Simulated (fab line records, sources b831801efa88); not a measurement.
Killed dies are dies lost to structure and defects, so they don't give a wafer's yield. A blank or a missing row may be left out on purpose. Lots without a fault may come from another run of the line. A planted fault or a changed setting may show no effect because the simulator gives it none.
Which tool did it? | flow sky130 | 12 lots, 36 wafers sampled, at 1 step of a route of 708

WHAT THE GAUGES READ, wafer by wafer
SKY_POLY_GATE_OVL_MEAS_14.
lot  | measured     | on         | POLY_GATE_OVL (nm)
L075 | day 17 10:32 | overlay-01 | -4 0 0
L077 | day 17 16:38 | overlay-01 | 4 -2 2
L078 | day 17 22:56 | overlay-01 | 1 -1 -1
L081 | day 19 01:17 | overlay-01 | -5 0 -3
L084 | day 19 19:21 | overlay-02 | 6 0 -2
L085 | day 20 02:11 | overlay-02 | 12 2 6
L087 | day 21 04:00 | overlay-02 | -10 -6 -1
L089 | day 21 20:53 | overlay-01 | 0 -3 -4
L091 | day 22 17:18 | overlay-02 | 7 2 -1
L093 | day 23 11:11 | overlay-01 | 4 0 4
L095 | day 24 23:11 | overlay-02 | -14 -4 -8
L096 | day 25 21:20 | overlay-02 | 5 -6 -3

WHICH TOOL RAN EACH LOT (tool, then ch and the chambers of the sampled wafers, then the start)
The record holds no process step before these readings.

THE ANSWER, worked out from the rows above alone
Rule: what is usual is taken from the lots themselves. Put in order of their means at a reading, lots are off if they are a third of the lots or fewer, leave a main group of 4 or more, and stand apart from it by a gap of 3 or more times the standard deviation of the main group's means; of several such gaps the widest counts. A main group whose means are all the same, to the digits that the tables above print for the reading, isn't used. A lot without any number at a reading at which 4 lots or more have one is off too. The other lots that the step has rows for count as sound.
No lot is off at any reading shown: from this, nothing can be told.

WHAT THE SIMULATOR HAD PUT IN
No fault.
